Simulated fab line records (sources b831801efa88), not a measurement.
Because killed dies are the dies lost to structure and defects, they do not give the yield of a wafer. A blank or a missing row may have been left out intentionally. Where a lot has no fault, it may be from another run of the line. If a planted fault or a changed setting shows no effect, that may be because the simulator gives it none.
fab line records	flow sky130
record lots=13	wafers=39	lastDay=50
route steps=708 shown VT_ADJUST_NCORE@126 SONOS_TUNNEL@162 LDD_N@250 LDD_HVP@287
lots that met no fault: from a run of the same line without faults
startH: start of the lot's first displayed wafer, in hours after the record's first day	waitH: hours from the lot's prior step to this one	" identical to the entry in the row above	L1.1+2: several wafers, shown together as one row	- no value, or no start given	* or withheld: withheld	< > ~ a bound
route shown NAME@n: a module of which the file shows steps, and the number in the route of the first	usual: the fault-free wafers' mean and standard deviation	same: alike in all rows	chamber/n: place in a boat	sites: the reading at each site	_std_site: the standard deviation of these	_edge_site: inner sites' mean taken away from outer sites' mean	radiusMm: how far each site lies from the wafer's centre	mask NAME#n: copy n	behind: the last tool/chamber to shape the wafer	hold: why the lot was held/for how many hours/how that ended	device: which transistor (n, p or np) failed to switch	end of line: at the end of the route, the tests of the same wafers	for a step that has no rows: nothing shown but its recipe	killed: the dies lost at the first sort to structure and to defects; this is not the yield of the wafer	map: dies across one wafer; x = killed, . = not, _ = none there
set.NAME: the setting as run; set.NAME@STEP: as run at that earlier step	model.NAME: the simulator's own value behind a step, which no gauge read
the route's steps for a sample of lots (tables are steps, rows are wafers)
services: from which hour (startH, from the record's first day; less than 0 if before it) a tool's chamber was out of use, for how many hours, and why
## steps
# step SKY_VT_ADJUST_NCORE_CD_MEAS_07
# recipe targetCdNm=380
# usual cdNm=379.0/2.6
lot.wafer	tool	chamber	startH	waitH	cdNm
L138.3	cdSem-02	-	183.24	0.1	377.9
L138.4	"	-	"	"	380.6
L138.5	"	-	"	"	377.8
L139.1	cdSem-02	-	192.51	0.1	377.8
L139.2	"	-	"	"	378.0
L139.6	"	-	"	"	377.5
L140.1	cdSem-02	-	195.20	0.1	372.3
L140.5	"	-	"	"	374.4
L140.6	"	-	"	"	372.4
L141.1	cdSem-01	-	202.01	0.1	380.3
L141.2	"	-	"	"	383.9
L141.3	"	-	"	"	379.4
L142.2	cdSem-02	-	238.78	0.1	378.2
L142.5	"	-	"	"	376.6
L142.6	"	-	"	"	378.2
L145.2	cdSem-01	-	241.83	0.1	379.3
L145.5	"	-	"	"	380.4
L145.6	"	-	"	"	380.0
L146.1	cdSem-01	-	252.41	0.1	376.5
L146.3	"	-	"	"	377.9
L146.6	"	-	"	"	377.1
L150.2	cdSem-02	-	269.43	0.1	377.1
L150.4	"	-	"	"	375.7
L150.5	"	-	"	"	375.8
L153.1	cdSem-02	-	319.96	0.1	373.9
L153.5	"	-	"	"	374.1
L153.6	"	-	"	"	375.2
L156.2	cdSem-01	-	334.22	0.1	380.1
L156.3	"	-	"	"	379.9
L156.4	"	-	"	"	380.7
L157.1	cdSem-02	-	342.20	0.1	382.3
L157.4	"	-	"	"	381.3
L157.5	"	-	"	"	377.7
L158.3	cdSem-02	-	345.54	0.1	373.2
L158.4	"	-	"	"	375.5
L158.5	"	-	"	"	377.0
L160.1	cdSem-02	-	350.46	0.1	378.7
L160.2	"	-	"	"	379.5
L160.3	"	-	"	"	378.9
# step SKY_SONOS_TUNNEL_OVL_MEAS_08
# usual SONOS_TUNNEL_OVL=-0.5/1.2
lot.wafer	tool	chamber	startH	waitH	SONOS_TUNNEL_OVL[nm]
L138.3	overlay-01	-	251.19	0.1	1.6
L138.4	"	-	"	"	-1.0
L138.5	"	-	"	"	1.0
L139.1	overlay-02	-	262.43	0.1	-0.4
L139.2	"	-	"	"	3.0
L139.6	"	-	"	"	1.6
L140.1	overlay-01	-	264.89	0.1	-0.9
L140.5	"	-	"	"	1.2
L140.6	"	-	"	"	-0.4
L141.1	overlay-02	-	272.33	0.1	1.5
L141.2	"	-	"	"	0.5
L141.3	"	-	"	"	-0.7
L142.2	overlay-02	-	313.49	0.1	-0.5
L142.5	"	-	"	"	-0.8
L142.6	"	-	"	"	-0.9
L145.2	overlay-02	-	318.24	0.1	-0.9
L145.5	"	-	"	"	2.0
L145.6	"	-	"	"	-0.9
L146.1	overlay-01	-	329.78	0.1	-1.6
L146.3	"	-	"	"	-0.5
L146.6	"	-	"	"	-0.5
L150.2	overlay-01	-	347.90	0.1	-1.2
L150.4	"	-	"	"	-0.3
L150.5	"	-	"	"	-1.6
L153.1	overlay-01	-	403.93	0.1	0.2
L153.5	"	-	"	"	-1.1
L153.6	"	-	"	"	-1.6
L156.2	overlay-02	-	419.30	0.1	1.1
L156.3	"	-	"	"	0.0
L156.4	"	-	"	"	-2.9
L157.1	overlay-01	-	428.53	0.1	-1.3
L157.4	"	-	"	"	0.6
L157.5	"	-	"	"	-1.5
L158.3	overlay-02	-	432.89	0.1	-0.6
L158.4	"	-	"	"	-1.5
L158.5	"	-	"	"	-0.1
L160.1	overlay-01	-	438.28	0.1	-1.0
L160.2	"	-	"	"	0.6
L160.3	"	-	"	"	-2.6
# step SKY_LDD_N_IMPLANT_13
# recipe species=BF2	energyKev=50	doseCm2=5e+12	tiltDeg=30	rotationDeg=90
# usual beamEnergyKeV=49.998/0.016	endStationPressureTorr=5.02e-06/2.8e-07	rotationDeg=90.002/0.027
lot.wafer	tool	chamber	startH	waitH	beamEnergyKeV	endStationPressureTorr	rotationDeg
L138.3	implanter-04	0	405.83	0.1	50.028	5.1e-06	89.987
L138.4	"	0	"	"	49.999	4.56e-06	89.956
L138.5	"	0	"	"	50.020	5.03e-06	90.048
L139.1	implanter-04	0	415.38	0.1	50.026	5.29e-06	90.005
L139.2	"	0	"	"	50.008	4.74e-06	89.997
L139.6	"	0	"	"	50.043	5.25e-06	90.012
L140.1	implanter-03	0	419.10	0.1	49.985	5.22e-06	89.995
L140.5	"	0	"	"	50.004	4.55e-06	90.026
L140.6	"	0	"	"	49.971	4.61e-06	90.027
L141.1	implanter-04	0	426.19	0.1	49.990	5e-06	90.015
L141.2	"	0	"	"	49.985	5.22e-06	89.962
L141.3	"	0	"	"	49.997	5.13e-06	89.956
L142.2	implanter-03	0	480.02	0.1	50.028	5.38e-06	90.000
L142.5	"	0	"	"	49.990	5.18e-06	89.971
L142.6	"	0	"	"	50.011	5.01e-06	90.073
L145.2	implanter-04	0	482.51	0.1	49.987	4.97e-06	297.56
L145.5	"	0	"	"	49.973	5.13e-06	297.55
L145.6	"	0	"	"	49.989	5.06e-06	297.57
L146.1	implanter-04	0	492.19	0.1	49.962	4.58e-06	297.58
L146.3	"	0	"	"	50.008	5.16e-06	297.61
L146.6	"	0	"	"	50.000	5.11e-06	297.55
L150.2	implanter-04	0	518.17	0.1	50.031	4.79e-06	297.65
L150.4	"	0	"	"	50.002	4.55e-06	297.61
L150.5	"	0	"	"	50.015	5.49e-06	297.63
L153.1	implanter-03	0	576.98	0.1	50.000	4.53e-06	90.010
L153.5	"	0	"	"	49.973	5.1e-06	90.032
L153.6	"	0	"	"	49.996	5.68e-06	90.039
L156.2	implanter-01	0	590.76	0.1	49.971	4.98e-06	89.973
L156.3	"	0	"	"	49.989	4.94e-06	90.004
L156.4	"	0	"	"	49.967	5.16e-06	90.023
L157.1	implanter-01	0	600.33	0.1	49.985	5.21e-06	89.996
L157.4	"	0	"	"	50.017	5.41e-06	89.999
L157.5	"	0	"	"	50.001	4.8e-06	89.991
L158.3	implanter-04	0	604.35	0.1	50.014	5.17e-06	89.973
L158.4	"	0	"	"	50.000	5.02e-06	90.031
L158.5	"	0	"	"	50.001	4.87e-06	89.994
L160.1	implanter-04	0	616.89	0.1	49.997	4.62e-06	89.985
L160.2	"	0	"	"	49.976	4.53e-06	89.985
L160.3	"	0	"	"	50.007	5.22e-06	90.004
# step SKY_LDD_HVP_STRIP_09
# recipe chemistry=O2/N2	powerW=1400	pressureMtorr=1500	platenTempC=withheld	o2FlowSccm=3000	n2FlowSccm=300	overashFraction=0.5
# usual drypumpMotorCurrentA=5.6/0.35	o2FlowSccm=3002/9.4	oesProductAu=0.408/0.0048	stripTimeToEndpointS=4.137/0.015
lot.wafer	tool	chamber	startH	waitH	drypumpMotorCurrentA	o2FlowSccm	oesProductAu	rfHoursCounterH	stripTimeToEndpointS
L138.3	plasmaAsher-01	0	496.49	0.1	5.5	2995	0.412	-	4.156
L138.4	"	1	"	"	5.9	3012	0.411	-	4.147
L138.5	"	0	"	"	5.5	2994	0.409	-	4.137
L139.1	plasmaAsher-01	1	506.45	0.1	5.9	3007	0.406	71	4.134
L139.2	"	0	"	"	5.5	3011	0.404	71	4.108
L139.6	"	1	"	"	5.9	3007	0.406	-	4.114
L140.1	plasmaAsher-01	1	510.35	0.1	5.9	3001	0.398	71	4.133
L140.5	"	1	"	"	5.9	3000	0.408	-	4.119
L140.6	"	0	"	"	5.5	2999	0.416	-	4.135
L141.1	plasmaAsher-02	0	517.04	0.1	6.0	3013	0.397	9	4.156
L141.2	"	1	"	"	5.0	2992	0.409	9	4.132
L141.3	"	0	"	"	6.0	3011	0.415	-	4.142
L142.2	plasmaAsher-02	0	571.31	0.1	6.0	2997	0.407	14	4.145
L142.5	"	1	"	"	5.0	2990	0.405	-	4.146
L142.6	"	0	"	"	6.0	2995	0.404	-	4.156
L145.2	plasmaAsher-01	1	574.80	0.1	5.9	2999	0.413	77	4.146
L145.5	"	0	"	"	5.5	3001	0.411	-	4.162
L145.6	"	1	"	"	5.9	2997	0.409	-	4.162
L146.1	plasmaAsher-04	0	583.76	0.1	5.8	3013	0.408	85	4.140
L146.3	"	1	"	"	5.8	2998	0.407	-	4.140
L146.6	"	1	"	"	5.8	2987	0.411	-	4.106
L150.2	plasmaAsher-01	1	610.05	0.1	5.9	3011	0.411	81	4.144
L150.4	"	0	"	"	5.5	3000	0.399	-	4.135
L150.5	"	1	"	"	5.9	3009	0.414	-	4.127
L153.1	plasmaAsher-01	1	665.36	0.1	5.9	3011	0.415	85	4.157
L153.5	"	0	"	"	5.5	2989	0.416	-	4.131
L153.6	"	1	"	"	5.9	3015	0.407	-	4.121
L156.2	plasmaAsher-02	0	678.84	0.1	6.0	2989	0.411	25	4.124
L156.3	"	1	"	"	5.0	2999	0.414	-	4.117
L156.4	"	0	"	"	6.0	3010	0.418	-	4.124
L157.1	plasmaAsher-01	1	686.39	0.1	5.9	3011	0.402	87	4.141
L157.4	"	0	"	"	5.5	2999	0.407	-	4.144
L157.5	"	0	"	"	5.5	3001	0.402	-	4.139
L158.3	plasmaAsher-01	1	691.33	0.1	5.9	2991	0.410	-	4.149
L158.4	"	0	"	"	5.5	3013	0.406	-	4.154
L158.5	"	0	"	"	5.5	2991	0.404	-	4.162
L160.1	plasmaAsher-01	1	701.85	0.1	5.9	3002	0.404	89	4.131
L160.2	"	0	"	"	5.5	3009	0.411	89	4.137
L160.3	"	0	"	"	5.5	3015	0.403	-	4.141
## services
tool	chamber	startH	hours	kind
implanter-04	-	396.79	2.3	repair
implanter-01	-	401.57	2.5	repair
implanter-03	-	407.28	0.8	repair
plasmaAsher-01	-	413.21	2.6	repair
plasmaAsher-02	-	421.25	9.0	pm
plasmaAsher-02	0	421.25	9.0	ventCycle
plasmaAsher-02	1	421.25	9.0	ventCycle
implanter-01	-	426.11	3.5	repair
plasmaAsher-02	0	430.25	-	clean
plasmaAsher-02	1	430.25	-	clean
implanter-03	-	433.33	6.9	repair
plasmaAsher-01	-	460.53	2.8	pm
implanter-03	-	469.23	0.6	repair
implanter-04	-	495.56	18.3	pm
implanter-03	-	525.74	0.8	repair
plasmaAsher-02	-	532.47	2.0	repair
implanter-04	-	558.59	3.3	pm
implanter-03	-	587.21	2.6	repair
plasmaAsher-01	-	634.97	14.6	pm
implanter-03	-	640.39	2.4	repair
implanter-04	-	643.70	1.0	repair
implanter-03	-	649.84	1.5	repair
implanter-03	-	668.44	4.0	repair
implanter-01	-	677.95	6.5	pm
## key
firstSign step=SKY_LDD_N_IMPLANT_13	reading=rotationDeg	direction=up	sigmas=99+	usual=90.002	struck=297.59
effect none on later readings
metAt SKY_LDD_N_IMPLANT_13
struckLots L145,L146,L150
testerLeftOut L145,L146,L150
notActingAt SKY_VT_ADJUST_NCORE_CD_MEAS_07,SKY_SONOS_TUNNEL_OVL_MEAS_08,SKY_LDD_HVP_STRIP_09
onsetBetween 426.19 482.51
fault kind=processParameterDrift	tool=implanter-04	chamber=-	onsetH=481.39	steps=SKY_LDD_N_IMPLANT_13	channel=rotationDeg	offset=207.58	shape=step	endH=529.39	actsIn=theseRecipesOnly	stated=90
# testerLeftOut: of these lots the tester's yield and bins aren't shown, on N5 and GAA mostly nor the transistor test; their killed dies are dies lost to structure and defects alone, not to doping, threshold or leakage, so they don't give the yield
